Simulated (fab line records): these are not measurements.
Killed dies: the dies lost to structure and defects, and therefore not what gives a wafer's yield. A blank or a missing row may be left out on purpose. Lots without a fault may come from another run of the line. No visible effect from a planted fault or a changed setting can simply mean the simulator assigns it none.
Problem report in the 8D (eight disciplines) form, filled by code | flow gf180mcu | the parts of the form that need people (team, actions taken, sign-off) are left out

1. WHAT IS WRONG
Across 3 wafers from 2 lots, V2_CVD_02_THK at GF_V2_THK_MEAS_03 averages 1277 nm, while fault-free wafers read 849 nm with a standard deviation of 11. That is +39 standard deviations from the usual mean.
Seen first at day 23 02:26 on filmMetro-02, wafer L196.3. At this step, 33 wafers from 11 lots have a number in the record. Rule for "out", or "out of limits": more than 4 standard deviations from the usual mean. Any other wafer with a number is counted as sound.

2. WHAT IT IS, AND WHAT IT ISN'T
question                    | is                         | is not
which readings at this step | V2_CVD_02_THK              | -
which lots                  | L196, L197                 | L188, L191, L201, L206, L207, L208, L209, L210, L211
which wafers of those lots  | L196.3, L197.1, L197.3     | L196.2, L196.5, L197.2
read on which gauges        | filmMetro-02, filmMetro-04 | filmMetro-03
when                        | from day 23 02:26          | up to then (8 sound wafers); but 22 sound wafers of L197, L201, L206, L207, L208, L209, L210, L211 came after

3. THE SUSPECTS, EACH WITH WHAT RULES IT OUT
Counting: if a tool at a process step up to the reading ran every lot that is out, it stays a suspect. Sound lots after the first of them don't rule it out here, since some wafers of a struck lot are sound.
- the gauge at GF_V2_THK_MEAS_03 is ruled out. The wafers that are out were read on 2 gauges (filmMetro-02, filmMetro-04).
- pecvd-04 at GF_V2_CVD_02 (deposits SiO2 from TEOS, target thk 850 nm, time 94.851 s): kept. Ran every lot that is out, first one L196 (day 23 02:22); last sound lot up to then L191 (day 20 14:23).
Remaining after the count: pecvd-04 at GF_V2_CVD_02.

4. THE CAUSE (what the simulator had put in)
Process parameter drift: pecvd-04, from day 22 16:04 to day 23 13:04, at GF_V2_CVD_02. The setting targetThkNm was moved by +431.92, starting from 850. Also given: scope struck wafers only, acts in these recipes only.
After counting, this tool was the only one left.

5. SEQUENCE OF EFFECTS, ordered by route
Each row: a reading whose mean over the struck wafers that have a number lies more than 3 standard deviations from the usual. Readings are gone through only where the record gives a usual standard deviation; hours: the median, over the lots, of the time from a lot's start at the first step in this table giving one to that lot's start at this step; sigmas: the change measured in usual standard deviations.
hours | step              | reading         | usual  | on struck wafers | change | sigmas
0     | GF_V2_THK_MEAS_03 | V2_CVD_02_THK   | 849 nm | 1277             | +428   | +39
0     | GF_V2_CMP_04      | timeToEndpointS | 80 s   | 239              | +159   | +28
Its process steps:
- GF_V2_CMP_04: polishes SiO2.
At these later measuring or inspecting steps, every struck wafer for which the step has a row has a number for every such reading, and none has moved that far: GF_V2_CD_MEAS_14.

6. WHAT WOULD HAVE CAUGHT IT SOONER
10 hours passed between the start of the fault at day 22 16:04 and the first reading out of limits at a measuring or inspecting step in this record, taken at day 23 02:26.
Tool readings at GF_V2_CVD_02 with a usual standard deviation given in the record: none out on any struck wafer, hence no alarm at a limit of 4 standard deviations on them.
Of the lots that are out (2), L197 began GF_V2_CVD_02 on pecvd-04 after day 23 02:26. Had the tool been put on hold then, it would have been spared.
